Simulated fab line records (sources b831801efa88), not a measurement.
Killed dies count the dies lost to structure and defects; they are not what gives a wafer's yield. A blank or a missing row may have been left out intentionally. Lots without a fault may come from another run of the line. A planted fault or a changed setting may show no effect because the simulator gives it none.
The tool behind it: which one? / flow sky130 / 36 wafers from 12 lots sampled at 3 of the route's 708 steps

## WHAT EACH GAUGE READ, for each wafer
SKY_VIA2_CD_MEAS_12: target cd 200 nm.
lot=L335; measured=day 35 19:14; on=cd sem-02; cd nm (nm)=199.7 199.0 199.1
lot=L336; measured=day 35 22:29; on=cd sem-01; cd nm (nm)=200.5 202.6 199.9
lot=L339; measured=day 38 20:50; on=cd sem-02; cd nm (nm)=202.0 203.4 202.7
lot=L343; measured=day 39 11:13; on=cd sem-02; cd nm (nm)=200.2 201.3 200.4
lot=L344; measured=day 39 14:29; on=cd sem-02; cd nm (nm)=200.9 198.5 200.1
lot=L346; measured=day 39 17:11; on=cd sem-01; cd nm (nm)=196.7 196.2 196.0
lot=L350; measured=day 41 17:20; on=cd sem-01; cd nm (nm)=201.5 201.7 201.5
lot=L352; measured=day 42 05:08; on=cd sem-01; cd nm (nm)=200.8 201.3 201.0
lot=L354; measured=day 42 09:52; on=cd sem-01; cd nm (nm)=196.3 196.2 197.1
lot=L355; measured=day 42 11:34; on=cd sem-01; cd nm (nm)=200.9 202.6 202.7
lot=L357; measured=day 42 19:32; on=cd sem-02; cd nm (nm)=200.2 198.6 200.3
lot=L358; measured=day 43 04:37; on=cd sem-02; cd nm (nm)=201.7 201.6 201.1

SKY_CAPM_THK_MEAS_01.
lot=L335; measured=day 35 20:59; on=film metro-03; CAPM_CVD_00_THK (nm)=15.51 15.36 15.70
lot=L336; measured=day 36 00:13; on=film metro-04; CAPM_CVD_00_THK (nm)=15.65 15.73 15.44
lot=L339; measured=day 38 22:35; on=film metro-04; CAPM_CVD_00_THK (nm)=15.18 15.54 15.31
lot=L343; measured=day 39 13:02; on=film metro-03; CAPM_CVD_00_THK (nm)=15.54 15.70 15.80
lot=L344; measured=day 39 16:48; on=film metro-04; CAPM_CVD_00_THK (nm)=15.35 15.14 15.51
lot=L346; measured=day 39 19:00; on=film metro-01; CAPM_CVD_00_THK (nm)=15.78 15.53 15.52
lot=L350; measured=day 41 19:02; on=film metro-04; CAPM_CVD_00_THK (nm)=15.60 15.38 15.31
lot=L352; measured=day 42 07:13; on=film metro-03; CAPM_CVD_00_THK (nm)=15.17 15.10 15.31
lot=L354; measured=day 42 11:35; on=film metro-04; CAPM_CVD_00_THK (nm)=15.00 15.51 15.72
lot=L355; measured=day 42 13:16; on=film metro-04; CAPM_CVD_00_THK (nm)=15.45 15.77 15.87
lot=L357; measured=day 42 21:19; on=film metro-01; CAPM_CVD_00_THK (nm)=15.21 15.45 15.51
lot=L358; measured=day 43 06:32; on=film metro-03; CAPM_CVD_00_THK (nm)=15.16 15.31 15.47

## TOOL THAT RAN EACH LOT (tool first, then ch and the chambers of the sampled wafers, then the start)
lot=L335; SKY_VIA2_ETCH_14=rie diel-03 ch 1,2,3, day 35 19:23
lot=L336; SKY_VIA2_ETCH_14=rie diel-02 ch 0,1,2, day 35 22:37
lot=L339; SKY_VIA2_ETCH_14=rie diel-03 ch 2,3, day 38 21:00
lot=L343; SKY_VIA2_ETCH_14=rie diel-04 ch 0,2,3, day 39 11:21
lot=L344; SKY_VIA2_ETCH_14=rie diel-02 ch 0,1, day 39 14:38
lot=L346; SKY_VIA2_ETCH_14=rie diel-04 ch 2,3, day 39 17:17
lot=L350; SKY_VIA2_ETCH_14=rie diel-02 ch 0,2,3, day 41 17:29
lot=L352; SKY_VIA2_ETCH_14=rie diel-04 ch 0,2, day 42 05:17
lot=L354; SKY_VIA2_ETCH_14=rie diel-02 ch 0,2,3, day 42 10:00
lot=L355; SKY_VIA2_ETCH_14=rie diel-02 ch 0,1,3, day 42 11:43
lot=L357; SKY_VIA2_ETCH_14=rie diel-03 ch 0,2, day 42 19:40
lot=L358; SKY_VIA2_ETCH_14=rie diel-02 ch 0,1,3, day 43 04:46
- SKY_VIA2_ETCH_14: etches BARC in N2/H2, stops on SiO2, time 45.9 s, target depth 60 nm.

## AS READ BY THE TOOLS THEMSELVES (means over the sampled wafers that have a number; for cases with no such wafer, the mark the record gives instead)
SKY_VIA2_ETCH_14.
lot=L335; tool=rie diel-03; bias w (W)=100.0; drypump motor current A (A)=5.8; oes product au (a.u.)=0.858; throttle valve pct (%)=13.228
lot=L336; tool=rie diel-02; bias w (W)=100.1; drypump motor current A (A)=5.3; oes product au (a.u.)=0.854; throttle valve pct (%)=13.222
lot=L339; tool=rie diel-03; bias w (W)=99.9; drypump motor current A (A)=6.1; oes product au (a.u.)=0.858; throttle valve pct (%)=13.234
lot=L343; tool=rie diel-04; bias w (W)=100.1; drypump motor current A (A)=5.5; oes product au (a.u.)=0.856; throttle valve pct (%)=13.227
lot=L344; tool=rie diel-02; bias w (W)=100.0; drypump motor current A (A)=5.0; oes product au (a.u.)=0.854; throttle valve pct (%)=13.225
lot=L346; tool=rie diel-04; bias w (W)=100.1; drypump motor current A (A)=5.3; oes product au (a.u.)=0.858; throttle valve pct (%)=13.220
lot=L350; tool=rie diel-02; bias w (W)=99.9; drypump motor current A (A)=5.6; oes product au (a.u.)=0.854; throttle valve pct (%)=13.224
lot=L352; tool=rie diel-04; bias w (W)=100.0; drypump motor current A (A)=5.3; oes product au (a.u.)=0.855; throttle valve pct (%)=13.226
lot=L354; tool=rie diel-02; bias w (W)=100.2; drypump motor current A (A)=5.6; oes product au (a.u.)=0.863; throttle valve pct (%)=13.222
lot=L355; tool=rie diel-02; bias w (W)=100.1; drypump motor current A (A)=5.4; oes product au (a.u.)=0.857; throttle valve pct (%)=13.227
lot=L357; tool=rie diel-03; bias w (W)=100.4; drypump motor current A (A)=5.5; oes product au (a.u.)=0.858; throttle valve pct (%)=13.222
lot=L358; tool=rie diel-02; bias w (W)=100.1; drypump motor current A (A)=5.4; oes product au (a.u.)=0.852; throttle valve pct (%)=13.225

## THE ANSWER, worked out from the rows above alone
Rule: usual is defined by the lots themselves. The widest of any qualifying gaps counts: lots, ordered by their means at a reading, are off when they make up no more than a third of the lots, leave a main group of 4 or more, and stand apart from it by 3 or more times the standard deviation of that group's means. Not used: any main group whose means are identical at the precision the tables above print for the reading. A lot without any number at a reading at which 4 lots or more have one is off too. Where the step has rows for the other lots, those lots are counted as sound. First the gauges in route order, then the tools' own readings, where a lot's mean is used as printed above. At the first step where some lot is off, the reading lying furthest off is the one used; lots without a number count as furthest.
No lot is off at any reading shown: from this, nothing can be told.

## WHAT HAD BEEN PUT IN BY THE SIMULATOR
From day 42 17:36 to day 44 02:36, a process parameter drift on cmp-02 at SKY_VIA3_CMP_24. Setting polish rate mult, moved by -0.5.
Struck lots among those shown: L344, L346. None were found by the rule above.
